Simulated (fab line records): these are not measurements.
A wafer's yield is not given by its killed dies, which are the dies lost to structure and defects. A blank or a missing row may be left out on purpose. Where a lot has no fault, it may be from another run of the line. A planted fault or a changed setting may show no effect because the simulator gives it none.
Check of tool commonality	flow gf180mcu	Sampled: 11 lots, 33 wafers

WHY THIS WAS OPENED
On 3 of the 11 lots, a flag is raised at GF_V5_CD_MEAS_14 on the reading cd nm. Wafers without a fault read 260.3 nm, standard deviation 1.1.
Rule: a lot is flagged when every wafer of it that has a number lies more than 4 standard deviations from that mean, or none has a number. All remaining lots are regarded as sound.

lot	measured	on	cd nm (nm), wafer by wafer	flag
L391	day 27 14:01	cd sem-01	259.6 260.6 260.5	
L392	day 27 22:46	cd sem-01	260.0 260.9 260.4	
L397	day 29 21:47	cd sem-01	259.0 261.0 258.5	
L398	day 30 04:38	cd sem-02	260.2 259.0 258.6	
L399	day 30 08:12	cd sem-01	262.0 262.4 261.6	
L405	day 31 16:20	cd sem-02	251.9 250.6 251.2	FLAGGED
L404	day 31 18:56	cd sem-01	260.4 262.2 260.2	
L408	day 32 08:49	cd sem-02	253.7 253.9 254.4	FLAGGED
L409	day 32 10:06	cd sem-01	260.9 259.3 258.4	
L410	day 32 20:16	cd sem-02	253.6 255.3 254.9	FLAGGED
L411	day 33 01:59	cd sem-01	259.8 259.8 259.3	
On average the flagged lots' numbers are 253.3 nm, which is -7.0 nm against the usual, or -6 standard deviations.

EACH LOT AND THE TOOL IT RAN ON
The record holds 3 process steps before the reading, out of a route of 602 steps. Cell contents, in order: the tool; ch with the chambers the sampled wafers went through; the start.
lot	flag	GF_MIM_METAL_ETCH_19	GF_M5_STRIP_11	GF_V5_EXPOSE_11
L391		rie metal-01 ch 1, day 25 19:46	plasma asher-01 ch 0,1, day 26 16:58	krf scanner-02 ch 0, day 27 04:13
L392		rie metal-03 ch 0,1, day 26 04:06	plasma asher-04 ch 0,1, day 27 01:16	krf scanner-01 ch 0, day 27 12:52
L397		rie metal-03 ch 0, day 28 04:54	plasma asher-04 ch 0,1, day 29 01:28	krf scanner-02 ch 0, day 29 12:29
L398		rie metal-02 ch 0,1, day 28 12:27	plasma asher-03 ch 0,1, day 29 08:59	krf scanner-02 ch 0, day 29 19:32
L399		rie metal-02 ch 0,1, day 28 16:24	plasma asher-01 ch 0,1, day 29 12:17	krf scanner-02 ch 0, day 29 23:24
L405	FLAGGED	rie metal-02 ch 0,1, day 30 03:18	plasma asher-04 ch 0,1, day 30 21:55	krf scanner-02 ch 0, day 31 07:59
L404		rie metal-02 ch 1, day 30 05:31	plasma asher-01 ch 0,1, day 31 00:20	krf scanner-01 ch 0, day 31 10:29
L408	FLAGGED	rie metal-02 ch 1, day 30 19:41	plasma asher-04 ch 0, day 31 14:13	krf scanner-02 ch 0, day 32 00:28
L409		rie metal-02 ch 1, day 30 21:16	plasma asher-04 ch 0,1, day 31 15:46	krf scanner-01 ch 0, day 32 01:47
L410	FLAGGED	rie metal-02 ch 0,1, day 31 07:59	plasma asher-01 ch 0,1, day 32 02:20	krf scanner-02 ch 0, day 32 12:12
L411		rie metal-01 ch 0, day 31 14:33	plasma asher-03 ch 1, day 32 08:31	krf scanner-01 ch 0, day 32 18:13
What is done by these steps:
- GF_MIM_METAL_ETCH_19: etches the open film in Cl2/BCl3, stops on Si3N4, target depth 324.5 nm, time 54.1 s.
- GF_M5_STRIP_11: strips in O2/N2.
- GF_V5_EXPOSE_11: exposes mask Via5, target cd 260 nm.
- GF_V5_CD_MEAS_14: target cd 260 nm.

FLAGGED OVER TOTAL, TOOL BY TOOL (the gauges that took the reading come last)
step	tool	lots run	flagged	share of the flagged lots	sound lots run after its first flagged lot
GF_MIM_METAL_ETCH_19	rie metal-01	2	0	none	-
GF_MIM_METAL_ETCH_19	rie metal-02	7	3	all	2 (L404,L409)
GF_MIM_METAL_ETCH_19	rie metal-03	2	0	none	-
GF_M5_STRIP_11	plasma asher-01	4	1	some	0
GF_M5_STRIP_11	plasma asher-03	2	0	none	-
GF_M5_STRIP_11	plasma asher-04	5	2	some	1 (L409)
GF_V5_EXPOSE_11	krf scanner-01	4	0	none	-
GF_V5_EXPOSE_11	krf scanner-02	7	3	all	0
GF_V5_CD_MEAS_14	cd sem-01	7	0	none	-
GF_V5_CD_MEAS_14	cd sem-02	4	3	all	0

WHAT IS ALLOWED BY THE TABLE
3 rows of the table ran every flagged lot: rie metal-02 at GF_MIM_METAL_ETCH_19, krf scanner-02 at GF_V5_EXPOSE_11, cd sem-02 at GF_V5_CD_MEAS_14.
- rie metal-02 at GF_MIM_METAL_ETCH_19 ran 7 lots, 3 of them flagged. After the first flagged lot (L404, L409), sound lots still ran on it; a lasting fault on the whole tool would not permit that.
- krf scanner-02 at GF_V5_EXPOSE_11 ran 7 lots, 3 of them flagged. Last sound lot L399 at day 29 23:24, first flagged lot L405 at day 31 07:59; a fault beginning in between fits. Its own readings lie more than 4 standard deviations out on every wafer of the flagged lots: exposure dose mJ cm2.
- cd sem-02 at GF_V5_CD_MEAS_14 ran 4 lots, 3 of them flagged. Last sound lot L398 at day 30 04:38, first flagged lot L405 at day 31 16:20; a fault beginning in between fits.
These 2 tools cannot be told apart by counting lots, since each of them fits a fault that started at some hour. More lots, or a look at what each step does to the wafer, might.

WHAT THE SIMULATOR PUT IN
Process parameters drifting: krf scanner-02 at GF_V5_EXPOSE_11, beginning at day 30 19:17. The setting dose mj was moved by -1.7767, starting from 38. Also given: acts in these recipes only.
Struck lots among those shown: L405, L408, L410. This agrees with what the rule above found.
